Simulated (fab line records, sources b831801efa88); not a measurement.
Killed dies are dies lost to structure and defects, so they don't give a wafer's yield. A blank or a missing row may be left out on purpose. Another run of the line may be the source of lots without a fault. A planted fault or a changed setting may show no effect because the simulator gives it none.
Chamber matching + flow gf180mcu + GF_V5_ETCH_16 on rie_diel-03: 4 sister chambers
The step etches BARC in N2/H2. 4 wafers are shown with their chamber, then 12 later ones without.

WAFERS, EACH WITH ITS CHAMBER
| wafer  | chamber | drypump_motor_current_A (A) |
|--------|---------|-----------------------------|
| L076.6 | 2       | 6.5                         |
| L088.2 | 3       | 5.6                         |
| L088.3 | 1       | 5.9                         |
| L088.5 | 0       | 5.8                         |

WAFERS MISSING THEIR CHAMBER
| wafer  | drypump_motor_current_A (A) |
|--------|-----------------------------|
| L090.3 | 5.9                         |
| L090.5 | 5.8                         |
| L090.6 | 5.7                         |
| L091.1 | 6.5                         |
| L091.3 | 5.8                         |
| L091.4 | 5.9                         |
| L093.1 | 5.7                         |
| L093.5 | 5.8                         |
| L093.6 | 5.9                         |
| L096.1 | 5.6                         |
| L096.4 | 5.8                         |
| L096.6 | 6.5                         |

WHICH CHAMBER EACH ONE RAN IN
| wafer  | from the rows above     | in truth |
|--------|-------------------------|----------|
| L090.3 | 1                       | 1        |
| L090.5 | 0                       | 0        |
| L090.6 | can't be placed: 0 or 3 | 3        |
| L091.1 | 2                       | 2        |
| L091.3 | 0                       | 0        |
| L091.4 | 1                       | 1        |
| L093.1 | can't be placed: 0 or 3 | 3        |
| L093.5 | 0                       | 0        |
| L093.6 | 1                       | 1        |
| L096.1 | 3                       | 3        |
| L096.4 | 0                       | 0        |
| L096.6 | 2                       | 2        |
Correctly placed: 10 of 12. From these rows, 2 cannot be placed; in 2 the true chamber is one of the candidates. Number placed wrongly: 0.
How it was worked out, from the rows above alone: a wafer's distance from a chamber is the root of the sum, over the readings, of the square of ((its reading less the chamber's mean) divided by the reading's scatter). The wafer belongs to the nearest chamber; if the next one is less than 2 further off, it can't be placed. A chamber's mean is the mean of its shown wafers. The scatter (one wafer shown for each chamber): square how far every hidden wafer sits from the nearest shown wafer, average those squares and take the square root.
